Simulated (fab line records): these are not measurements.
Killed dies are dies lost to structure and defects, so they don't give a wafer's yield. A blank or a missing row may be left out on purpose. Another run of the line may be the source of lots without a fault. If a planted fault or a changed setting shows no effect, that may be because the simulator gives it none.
fab line records	flow sky130
record lots=6	wafers=18	last_day=49
route steps=708 shown VIA3@576 PAD_OPEN@708
lots that met no fault: taken from a fault-free run of the same line
start_h: hours from the record's opening day to when the first of the lot's shown wafers began	wait_h: how many hours have passed since the lot's step before this one	" identical to the entry in the row above	L1.1+2: a single row standing in for several wafers	- either no value or no given start	* or withheld: withheld	< > ~ a bound
route shown NAME@n: names a module that has steps shown in the file, with the first one's number in the route	usual: the fault-free wafers' mean and standard deviation	same: alike in all rows	chamber/n: place in a boat	sites: per-site readings	_std_site: the values' standard deviation	_edge_site: outer sites' mean less inner sites'	radius_mm: for every site, how far away it sits from the centre of the wafer	mask NAME#n: copy n	behind: the most recent tool/chamber to have shaped the wafer	hold: the reason the lot was held/the length of the hold in hours/how it ended	device: names the non-switching transistor (n, p or np)	end of line: the same wafers' tests at the end of the route	a step given without rows: its recipe and nothing more	killed: dies that structure and defects cost at the first sort, which is not the same as the wafer's yield	map: the dies of a wafer, with x for killed, . for not killed, _ for no die there
set.NAME: the setting the step ran with; set.NAME@STEP: the setting that earlier step ran with	model.NAME: the simulator's own value behind a step, which no gauge read
lots seen at some steps along the route; tables by step, rows by wafer
services: from which hour (start_h, from the record's first day; less than 0 if before it) a tool's chamber was out of use, for how many hours, and why
## steps
# step SKY_VIA3_BOW_MEAS_03
# recipe mode=bow
# usual VIA3_BOW=81/7.5
lot.wafer	tool	chamber	start_h	wait_h	VIA3_BOW[um]
L294.1	film_metro-03	-	892.88	0.2	91
L294.2	"	-	"	"	78
L294.6	"	-	"	"	88
L298.1	film_metro-02	-	935.78	0.1	88
L298.2	"	-	"	"	82
L298.5	"	-	"	"	86
L306.3	film_metro-04	-	990.11	0.1	79
L306.5	"	-	"	"	79
L306.6	"	-	"	"	79
L308.1	film_metro-04	-	1007.12	0.2	77
L308.3	"	-	"	"	70
L308.5	"	-	"	"	69
L310.1	film_metro-04	-	1014.12	0.2	84
L310.2	"	-	"	"	79
L310.4	"	-	"	"	72
L312.1	film_metro-02	-	1029.69	0.1	85
L312.3	"	-	"	"	82
L312.4	"	-	"	"	94
# step SKY_VIA3_DEHYDRATE_04
# recipe temp_c=200	time_s=60
# step SKY_VIA3_HMDS_05
# recipe prime_time_s=60	prime_temp_c=120
# step SKY_VIA3_COAT_06
# recipe resist=BARC	temp_c=withheld	time_s=withheld	spin_rpm=3000	resist_thk_nm=60
# step SKY_VIA3_COAT_07
# recipe resist=KrF-thick	spin_rpm=3000	resist_thk_nm=450
# step SKY_VIA3_SOFTBAKE_08
# recipe temp_c=100	time_s=90	resist=KrF-thick
# step SKY_VIA3_EXPOSE_09
# recipe mask_id=VIM3	na=0.8	source_shape=annular	sigma_inner=0.55	sigma_outer=0.85	target_cd_nm=200	dose_mj=38
# step SKY_VIA3_PEB_10
# recipe peb_temp_c=withheld	peb_time_s=withheld	resist=KrF-thick
# step SKY_VIA3_DEVELOP_11
# recipe develop_time_s=60	resist=KrF-thick	dev_temp_c=21
# step SKY_VIA3_CD_MEAS_12
# recipe target_cd_nm=200
# usual cd_nm=200.1/1.4
lot.wafer	tool	chamber	start_h	wait_h	cd_nm
L294.1	cd_sem-01	-	918.42	-	199.1
L294.2	"	-	"	"	199.7
L294.6	"	-	"	"	199.6
L298.1	cd_sem-01	-	958.62	-	201.1
L298.2	"	-	"	"	199.2
L298.5	"	-	"	"	201.1
L306.3	cd_sem-01	-	1012.79	-	201.8
L306.5	"	-	"	"	199.6
L306.6	"	-	"	"	199.6
L308.1	cd_sem-01	-	1029.40	-	198.5
L308.3	"	-	"	"	199.4
L308.5	"	-	"	"	197.7
L310.1	cd_sem-02	-	1036.65	-	199.3
L310.2	"	-	"	"	199.4
L310.4	"	-	"	"	200.2
L312.1	cd_sem-02	-	1052.04	-	202.1
L312.3	"	-	"	"	201.6
L312.4	"	-	"	"	203.3
# step SKY_VIA3_OVL_MEAS_13
# usual VIA3_OVL=3/5
lot.wafer	tool	chamber	start_h	wait_h	VIA3_OVL[nm]
L294.1	overlay-01	-	918.54	0.1	4
L294.2	"	-	"	"	8
L294.6	"	-	"	"	5
L298.1	overlay-02	-	958.74	0.1	-3
L298.2	"	-	"	"	-4
L298.5	"	-	"	"	-2
L306.3	overlay-02	-	1012.88	0.1	3
L306.5	"	-	"	"	9
L306.6	"	-	"	"	7
L308.1	overlay-01	-	1029.52	0.1	9
L308.3	"	-	"	"	1
L308.5	"	-	"	"	13
L310.1	overlay-01	-	1036.77	0.1	10
L310.2	"	-	"	"	12
L310.4	"	-	"	"	12
L312.1	overlay-02	-	1052.16	0.1	-3
L312.3	"	-	"	"	-3
L312.4	"	-	"	"	-3
# step SKY_VIA3_ETCH_14
# recipe chemistry=N2/H2	target=BARC	ion_energy_ev=200	source_w=500	bias_w=100	pressure_mtorr=30	n2_flow_sccm=100	h2_flow_sccm=200	stop_on=SiO2	time_s=45.9	target_depth_a=600
# usual bias_w=99.97/0.3	chamber_pressure_mTorr=30.000/0.027	drypump_motor_current_A=5.7/0.35	oes_product_au=0.855/0.0043	run_length_s=74.0/0.38	throttle_valve_pct=13.225/0.0094
lot.wafer	tool	chamber	start_h	wait_h	bias_w	chamber_pressure_mTorr	drypump_motor_current_A	oes_product_au	rf_hours_counter_h	run_length_s	throttle_valve_pct
L294.1	rie_diel-04	2	918.58	0.0	100.33	29.996	5.7	0.859	22	73.9	13.212
L294.2	"	1	"	"	99.93	30.059	5.9	0.852	6	73.8	13.224
L294.6	"	2	"	"	100.32	30.042	5.7	0.851	-	73.7	13.225
L298.1	rie_diel-02	0	958.78	0.0	99.88	29.959	5.6	0.856	18	73.5	13.232
L298.2	"	1	"	"	99.88	29.999	5.4	0.847	9	73.8	13.225
L298.5	"	0	"	"	100.21	29.952	5.6	0.859	-	73.6	13.231
L306.3	rie_diel-04	1	1012.90	0.0	99.53	29.993	5.8	0.852	10	73.7	13.222
L306.5	"	2	"	"	99.73	29.983	5.7	0.857	-	73.7	13.222
L306.6	"	3	"	"	99.73	29.986	5.4	0.858	-	73.7	13.233
L308.1	rie_diel-04	0	1029.55	0.0	100.28	29.992	6.1	0.850	2	74.3	13.227
L308.3	"	1	"	"	100.31	29.989	5.9	0.856	10	74.1	13.239
L308.5	"	2	"	"	100.94	30.056	5.7	0.852	-	74.2	13.240
L310.1	rie_diel-02	0	1036.80	0.0	100.05	29.991	5.6	0.854	21	73.8	13.228
L310.2	"	2	"	"	99.73	30.020	5.6	0.849	7	74.6	13.223
L310.4	"	1	"	"	99.98	29.990	5.4	0.857	12	73.3	13.217
L312.1	rie_diel-02	0	1052.20	0.0	100.64	29.972	5.6	0.861	21	74.1	13.222
L312.3	"	1	"	"	99.93	29.972	5.4	0.857	13	73.7	13.231
L312.4	"	3	"	"	99.84	30.014	5.8	0.855	19	74.0	13.233
# step SKY_VIA3_ETCH_15
# recipe target=SiO2	chemistry=C4F8/O2/Ar	target_depth_nm=507	stop_on=TiN	mask_material=KrF-thick	source_w=1500	bias_w=1200	pressure_mtorr=40	c4f8_flow_sccm=withheld	O2_flow_sccm=6	Ar_flow_sccm=300	time_s=78
# usual bias_w=1200/3.6	chamber_pressure_mTorr=40.00/0.039	oes_product_au=0.947/0.0053	run_length_s=106.1/0.42
lot.wafer	tool	chamber	start_h	wait_h	bias_w	chamber_pressure_mTorr	oes_product_au	rf_hours_counter_h	run_length_s	model.KrF-thick_of_VIA3_COAT_07.thk_nm	model.TiN_of_METAL3_SPUTTER_04.thk_nm
L294.1	rie_diel-04	2	918.62	0.0	1199	39.98	0.942	22	106.4	291.6	69.6
L294.2	"	1	"	"	1205	39.91	0.948	6	106.2	286.9	69.91
L294.6	"	2	"	"	1191	39.99	0.946	-	106.0	292.3	69.47
L298.1	rie_diel-02	0	958.82	0.0	1197	40.03	0.945	18	105.7	292.7	71.36
L298.2	"	1	"	"	1203	39.95	0.952	9	105.7	296.6	70.25
L298.5	"	0	"	"	1198	39.95	0.954	-	105.8	294.7	71.18
L306.3	rie_diel-04	1	1012.94	0.0	1201	40.01	0.883	10	115.8	274.7	68.61
L306.5	"	2	"	"	1198	40.01	0.880	-	115.6	277.7	68.47
L306.6	"	3	"	"	1201	40.04	0.881	-	115.7	278.1	69.09
L308.1	rie_diel-04	0	1029.59	0.0	1199	40.00	0.888	2	116.3	280.7	68.7
L308.3	"	1	"	"	1202	40.02	0.884	10	115.6	274.7	67.8
L308.5	"	2	"	"	1201	40.06	0.891	-	115.3	278.3	68.56
L310.1	rie_diel-02	0	1036.84	0.0	1198	40.01	0.952	21	105.5	293.8	69.65
L310.2	"	2	"	"	1191	39.98	0.939	7	106.7	295.2	69.74
L310.4	"	1	"	"	1204	40.00	0.948	12	105.5	293.7	68.58
L312.1	rie_diel-02	0	1052.24	0.0	1201	40.03	0.939	21	106.2	292.3	70.45
L312.3	"	1	"	"	1197	39.92	0.948	13	105.7	291.9	70.47
L312.4	"	3	"	"	1196	39.96	0.959	19	106.2	293	70.38
# step SKY_VIA3_STRIP_16
# recipe chemistry=O2/N2	power_w=1400	pressure_mtorr=1500	platen_temp_c=withheld	o2_flow_sccm=3000	n2_flow_sccm=300	overash_fraction=0.5
# usual chamber_pressure_mTorr=1500.0/1.3	drypump_motor_current_A=6.02/0.2	oes_product_au=0.401/0.0045	strip_time_to_endpoint_s=4.129/0.028
# same overash_fraction=0.5
lot.wafer	tool	chamber	start_h	wait_h	chamber_pressure_mTorr	drypump_motor_current_A	oes_product_au	rf_hours_counter_h	strip_time_to_endpoint_s
L294.1	plasma_asher-03	0	918.68	0.0	1498.7	5.69	0.395	49	4.139
L294.2	"	1	"	"	1498.8	5.86	0.398	49	4.089
L294.6	"	1	"	"	1500.9	5.88	0.404	-	4.135
L298.1	plasma_asher-03	1	958.88	0.0	1500.7	5.87	0.403	53	4.145
L298.2	"	0	"	"	1499.6	5.71	0.398	53	4.200
L298.5	"	1	"	"	1500.1	5.87	0.406	-	4.168
L306.3	plasma_asher-04	1	1013.04	0.1	1501.6	6.23	0.391	-	3.958
L306.5	"	0	"	"	1499.8	6.13	0.393	-	3.986
L306.6	"	1	"	"	1501.5	6.24	0.395	-	3.981
L308.1	plasma_asher-01	0	1029.65	0.0	1498.8	6.12	0.395	123	4.025
L308.3	"	1	"	"	1500.0	5.97	0.400	-	3.958
L308.5	"	0	"	"	1498.5	6.14	0.397	-	4.012
L310.1	plasma_asher-01	1	1036.90	0.0	1500.1	5.96	0.408	123	4.155
L310.2	"	0	"	"	1500.4	6.12	0.407	123	4.151
L310.4	"	1	"	"	1501.6	5.96	0.406	-	4.159
L312.1	plasma_asher-04	0	1052.30	0.0	1500.8	6.17	0.407	88	4.140
L312.3	"	0	"	"	1498.7	6.16	0.394	-	4.145
L312.4	"	1	"	"	1499.3	6.27	0.397	-	4.170
# step SKY_VIA3_STRIP_17
# recipe chemistry=post_etch_residue_remover	time_s=1200	temp_c=72.5
# step SKY_PAD_OPEN_PROBE_99
# usual defect_limited_yield=82.5/1.7	killed_at_M0_to_M3=43/6.7	killed_at_M4_up=3.2/1.8	killed_at_contacts=24/4.8	killed_at_front_end=16/4.2	killed_at_other=0.3/0.56	killed_dies=86/8.5	killed_open=47/6.7	killed_short=39/6	sort_bin_3_pad_short=0.9/0.45	sort_bin_5_function=10.3/1.6	sort_bin_6_memory=6.3/1	sort_n_pass=406/8.5	sort_yield_pct=82.5/1.7
# same gross_dies=492	killed_at_back_side=0	sort_bin_4_leakage[%]=0	sort_bin_8_speed[%]=0
lot.wafer	tool	chamber	start_h	wait_h	defect_limited_yield[%]	killed_at_M0_to_M3	killed_at_M4_up	killed_at_contacts	killed_at_front_end	killed_at_other	killed_dies	killed_open	killed_short	sort_bin_3_pad_short[%]	sort_bin_5_function[%]	sort_bin_6_memory[%]	sort_n_pass	sort_yield_pct[%]
L308.1	prober-01	-	1159.06	0.1	84.6	43	5	15	13	0	76	35	41	0.6	8.7	6.1	416	84.6
L308.3	prober-01	-	1159.16	0.2	84.6	29	2	32	13	0	76	43	33	0.6	8.5	6.3	416	84.6
L308.5	prober-01	-	1159.26	0.2	83.3	38	2	26	16	0	82	48	34	0.4	10.6	5.7	410	83.3
L312.1	prober-01	-	1176.91	0.1	81.3	57	2	19	12	2	92	53	39	1.2	10.8	6.7	400	81.3
L312.3	prober-01	-	1177.01	0.2	85.2	39	1	23	10	0	73	37	36	0.6	7.7	6.5	419	85.2
L312.4	prober-01	-	1177.06	0.2	81.3	47	4	20	21	0	92	52	40	0.6	12.2	5.9	400	81.3
# killed by level:class
L308.1 VIA1:geometric_particle:open=9 METAL1:geometric_particle:short=6 FIELD_ISO:geometric_particle:short=5 METAL2:geometric_particle:short=5 LI_CONTACT:geometric_particle:open=5 VIA2:geometric_particle:short=5 CONTACT:geometric_particle:open=4 CONTACT:geometric_particle:short=4
L308.3 CONTACT:geometric_particle:short=8 FIELD_ISO:geometric_particle:open=7 LI_CONTACT:geometric_particle:open=7 CONTACT:geometric_particle:open=7 VIA1:geometric_particle:open=6 LOCAL_INTERCONNECT:geometric_particle:short=5 LI_CONTACT:geometric_particle:short=4 VIA3:geometric_particle:open=4
L308.5 VIA1:geometric_particle:open=9 CONTACT:geometric_particle:open=7 LI_CONTACT:geometric_particle:open=6 CONTACT:geometric_particle:short=6 VIA3:geometric_particle:open=6 FIELD_ISO:geometric_particle:open=5 POLY_GATE:geometric_particle:open=5 VIA2:geometric_particle:open=5
L312.1 VIA2:geometric_particle:open=12 VIA1:geometric_particle:open=11 CONTACT:geometric_particle:open=9 VIA3:geometric_particle:open=8 METAL1:geometric_particle:short=5 VIA1:geometric_particle:short=5 LOCAL_INTERCONNECT:geometric_particle:short=4 METAL2:geometric_particle:short=4
L312.3 METAL2:geometric_particle:short=9 CONTACT:geometric_particle:open=8 VIA1:geometric_particle:open=8 CONTACT:geometric_particle:short=7 VIA2:geometric_particle:open=6 VIA3:geometric_particle:open=5 LI_CONTACT:geometric_particle:open=4 FIELD_ISO:geometric_particle:short=3
L312.4 VIA1:geometric_particle:open=16 LI_CONTACT:geometric_particle:open=8 POLY_GATE:geometric_particle:open=6 METAL2:geometric_particle:short=6 VIA2:geometric_particle:short=6 FIELD_ISO:geometric_particle:open=5 POLY_GATE:geometric_particle:short=5 VIA1:geometric_particle:short=5
## services
tool	chamber	start_h	hours	kind
rie_diel-04	-	910.08	2.8	pm
rie_diel-04	0	946.98	-	clean
rie_diel-04	0	946.98	-	consumable_replace:showerhead
rie_diel-04	0	946.98	21.3	scheduled_down
rie_diel-04	0	946.98	21.3	vent_cycle
rie_diel-04	3	963.00	5.6	repair
rie_diel-02	0	1003.34	17.4	repair
plasma_asher-03	-	1011.69	3.7	repair
plasma_asher-03	-	1040.95	2.7	repair
## key
first_sign step=SKY_VIA3_ETCH_15	reading=run_length_s	direction=up	sigmas=23	usual=*	struck=*
effect step=SKY_VIA3_ETCH_15	reading=oes_product_au	direction=down	sigmas=12	usual=0.947	struck=0.885
effect step=SKY_VIA3_STRIP_16	reading=strip_time_to_endpoint_s	direction=down	sigmas=5	usual=*	struck=*
model_effect step=SKY_VIA3_ETCH_15	value=KrF-thick_of_VIA3_COAT_07.thk_nm	without=290.1	struck=277.4
met_at SKY_VIA3_ETCH_15
struck_wafers L306.3,L306.5,L306.6,L308.1,L308.3,L308.5
onset_between 918.62 1012.94
fault kind=process_parameter_drift	tool=rie_diel-04	chamber=-	onset_h=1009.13	steps=SKY_VIA3_ETCH_15	channel=time_s	offset=*	shape=step	end_h=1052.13	acts_in=*	stated=*
